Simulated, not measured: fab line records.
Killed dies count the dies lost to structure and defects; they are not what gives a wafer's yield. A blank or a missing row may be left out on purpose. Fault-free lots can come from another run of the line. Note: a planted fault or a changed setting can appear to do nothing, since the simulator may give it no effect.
Problem report, 8D (eight disciplines) form, completed by code    flow gf180mcu    the parts of the form that need people (team, actions taken, sign-off) are left out

== 1. WHAT WENT WRONG ==
STI_OXIDATION_02_THK at GF_STI_THK_MEAS_30 reads a mean of 7.50 nm on 6 wafers of 2 lots; wafers without a fault read 10.09 nm with a standard deviation of 0.2. Measured from the usual mean, that is -13 standard deviations.
First observed at day 5 00:53: wafer L480.3, on film-metro-02. The record has a number at this step for 36 wafers belonging to 12 lots. The rule behind "out" and "out of limits": a value lying over 4 standard deviations away from the usual mean. The rest of the wafers with a number are treated as sound.

== 2. WHAT THIS IS AND IS NOT ==
question                     is                      is not
which readings at this step  STI_OXIDATION_02_THK    -
which lots                   L480, L482              L467, L468, L469, L470, L472, L473, L474, L475, L478, L490
which wafers of those lots   all that have a number  -
read on which gauges         film-metro-02           film-metro-03, film-metro-04
when                         from day 5 00:53        up to then (27 sound wafers); but 3 sound wafers of L490 came after

== 3. THE SUSPECTS, EACH WITH WHAT RULES IT OUT ==
Counting: a tool stays on the suspect list if, at a process step up to the reading, it processed all lots that are out and no sound lot following the first of them.
- the gauge at GF_STI_THK_MEAS_30: kept. All the wafers that are out were read on film-metro-02, and no step on other tools shows them out.
- furnace-01 at GF_STI_OXIDATION_29 (stabilise 600 s, purge 300 s, target thk 10 nm): kept. It ran every lot that is out, first L480 (day 4 23:28), and no sound lot after that; its last sound lot up to then is L475 (day 3 23:43).
Remaining after the count are furnace-01 at GF_STI_OXIDATION_29 and film-metro-02 at GF_STI_THK_MEAS_30.

== 4. THE CAUSE (what the simulator had put in) ==
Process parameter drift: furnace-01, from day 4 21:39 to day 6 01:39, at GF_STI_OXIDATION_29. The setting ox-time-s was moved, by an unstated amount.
Counting left 2 suspects, and this tool is among them.

== 5. SEQUENCE OF EFFECTS, ordered by route ==
Each row: a reading where the mean over the struck wafers with a number is more than 3 standard deviations away from the usual. Scope: only readings with a usual standard deviation given in the record; hours: median across lots of the time from each lot's start at the first step in this table that gives one to its start at this step; sigmas: change in usual standard deviations.
hours  step                reading               usual     on struck wafers  change  sigmas
0      GF_STI_THK_MEAS_30  STI_OXIDATION_02_THK  10.09 nm  7.50              -2.59   -13

== 6. HOW IT WOULD HAVE BEEN CAUGHT EARLIER ==
3 hours passed between the start of the fault at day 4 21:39 and the first reading out of limits at a measuring or inspecting step in this record, taken at day 5 00:53.
No tool reading at GF_STI_OXIDATION_29 that has a usual standard deviation in the record was out on any struck wafer, so an alarm limit of 4 standard deviations on those readings would not have fired.
Of the lots that are out (2), L482 began GF_STI_OXIDATION_29 on furnace-01 after day 5 00:53. A hold on the tool at that time would have spared it.
